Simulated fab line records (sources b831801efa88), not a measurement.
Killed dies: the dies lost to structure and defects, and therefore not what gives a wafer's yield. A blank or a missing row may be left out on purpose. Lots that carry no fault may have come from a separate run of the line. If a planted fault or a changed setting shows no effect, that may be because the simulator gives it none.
Problem report, 8D (eight disciplines) form, completed by code :: flow sfq_line :: the parts of the form that need people (team, actions taken, sign-off) are left out

1. THE ISSUE
Wafers without a fault read 182.4 W, standard deviation 0.6; rf_fwd_power_W at SFQ_TRILAYER_I2_DEP_PECVD_063 reads a mean of 153.2 W on 6 wafers belonging to 2 lots. Relative to the usual mean, that is a shift of -49 standard deviations.
The step: deposits SiO2 from SiH4/N2O, time 111.11 s, target thk 500 nm.
Earliest sighting: wafer L550.2 on pecvd-03 at day 30 22:49. The record holds 18 wafers of 6 lots with a number at this step. By rule, "out" or "out of limits" means more than 4 standard deviations away from the usual mean. The other wafers with a number count as sound.

2. WHAT IT IS; WHAT IT IS NOT
question: which readings at this step
is: rf_fwd_power_W
is not: throttle_valve_pct

question: which lots
is: L550, L556
is not: L544, L549, L554, L560

question: which wafers of those lots
is: all that have a number
is not: -

question: read on which tools
is: pecvd-03
is not: pecvd-02, pecvd-04

question: when
is: from day 30 22:49
is not: up to then (6 sound wafers); but 6 sound wafers of L554, L560 came after

3. WHAT RULES OUT EACH SUSPECT
Counting: any tool at a process step up to the reading is kept as a suspect provided that every lot that is out went through it and no sound lot did after the first of them.
- rie_metal-04 at SFQ_TRILAYER_M2_BARC_OPEN_METAL_ETCH_077 (etches BARC in O2, target depth 125 nm, time 41.7 s): kept. It ran every lot that is out, first L550 (day 30 21:52), and no sound lot after that.
- rie_metal-04 at SFQ_TRILAYER_M2_ETCH_METAL_ETCH_060 (etches Nb in Cl2/Ar, stops on SiO2, target depth 240 nm, time 120 s): kept. It ran every lot that is out, first L550 (day 30 21:55), and no sound lot after that.
- rie_metal-04 at SFQ_TRILAYER_M2_STRIP_STRIP_061 (strips in O2): kept. It ran every lot that is out, first L550 (day 30 22:02), and no sound lot after that.
- pecvd-03 at SFQ_TRILAYER_I2_DEP_PECVD_063 (deposits SiO2 from SiH4/N2O, time 111.11 s, target thk 500 nm): kept. All lots that are out passed through it, beginning with L550 at day 30 22:49, and no sound lot followed; its final sound lot before that point was L544 at day 23 15:18. Out on those wafers are its own readings of rf_fwd_power_W.
Left after counting: rie_metal-04 at SFQ_TRILAYER_M2_BARC_OPEN_METAL_ETCH_077, rie_metal-04 at SFQ_TRILAYER_M2_ETCH_METAL_ETCH_060, rie_metal-04 at SFQ_TRILAYER_M2_STRIP_STRIP_061, pecvd-03 at SFQ_TRILAYER_I2_DEP_PECVD_063.

4. THE CAUSE (what the simulator had put in)
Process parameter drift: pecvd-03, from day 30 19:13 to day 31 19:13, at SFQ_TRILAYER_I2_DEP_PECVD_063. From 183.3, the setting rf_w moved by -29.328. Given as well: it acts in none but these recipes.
Of the 4 suspects that counting leaves, this tool is one.

5. THE EFFECT CHAIN, in route order
Each row: a reading where the mean over the struck wafers with a number is more than 3 standard deviations away from the usual. Only readings whose record carries a usual standard deviation are examined. hours: median over the lots of the time between each lot's start at the first step of this table that gives one and its start at this step. sigmas: the change, counted in usual standard deviations.
hours: 0
step: SFQ_TRILAYER_I2_DEP_PECVD_063
reading: rf_fwd_power_W
usual: 182.4 W
on struck wafers: 153.2
change: -29.2
sigmas: -49
Its process steps:
- SFQ_TRILAYER_I2_DEP_PECVD_063: deposits SiO2 from SiH4/N2O, time 111.11 s, target thk 500 nm.

6. WHAT WOULD HAVE CAUGHT IT SOONER
In this record no reading fell out of limits until day 30 22:49, 4 hours after the fault had begun at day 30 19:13.
